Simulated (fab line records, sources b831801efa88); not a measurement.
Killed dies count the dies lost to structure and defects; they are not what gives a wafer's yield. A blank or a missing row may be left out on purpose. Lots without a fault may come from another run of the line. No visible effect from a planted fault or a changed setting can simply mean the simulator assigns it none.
Which tool is to blame? -- flow sky130 -- route of 708 steps, sampled at 1 step: 12 lots, 36 wafers

WHAT EACH GAUGE READ, for each wafer
SKY_METAL2_CD_MEAS_15: target cd 140 nm.
lot,measured,on,cd-nm (nm)
L075,day 33 03:16,cd-sem-02,142.9 141.9 141.0
L077,day 33 06:31,cd-sem-02,141.2 140.6 141.7
L080,day 34 03:22,cd-sem-01,139.2 140.6 139.3
L081,day 34 18:14,cd-sem-01,139.1 139.5 140.1
L084,day 35 05:35,cd-sem-02,142.0 140.6 139.9
L085,day 35 13:31,cd-sem-02,137.5 139.1 138.8
L087,day 36 06:40,cd-sem-02,138.9 138.7 139.0
L089,day 36 17:07,cd-sem-01,141.7 141.7 143.0
L091,day 37 12:49,cd-sem-01,140.7 140.3 138.7
L092,day 44 21:52,cd-sem-02,140.5 140.1 140.8
L095,day 45 00:49,cd-sem-01,137.1 137.8 136.4
L097,day 45 02:32,cd-sem-02,141.7 141.0 141.2

EACH LOT AND THE TOOL THAT RAN IT (in order: tool; ch and the chambers of the sampled wafers; start)
Before these readings, the record contains no process step.

THE ANSWER, worked out from the rows above alone
Rule: what is usual is taken from the lots themselves. The widest of any qualifying gaps counts: lots, ordered by their means at a reading, are off when they make up no more than a third of the lots, leave a main group of 4 or more, and stand apart from it by 3 or more times the standard deviation of that group's means. The tables above print the reading to a certain number of digits; a main group whose means all agree to those digits is not used. A lot without any number at a reading at which 4 lots or more have one is off too. All remaining lots with rows at the step are treated as sound.
None of the lots is off at any reading shown; this tells nothing.

WHAT THE SIMULATOR PUT IN
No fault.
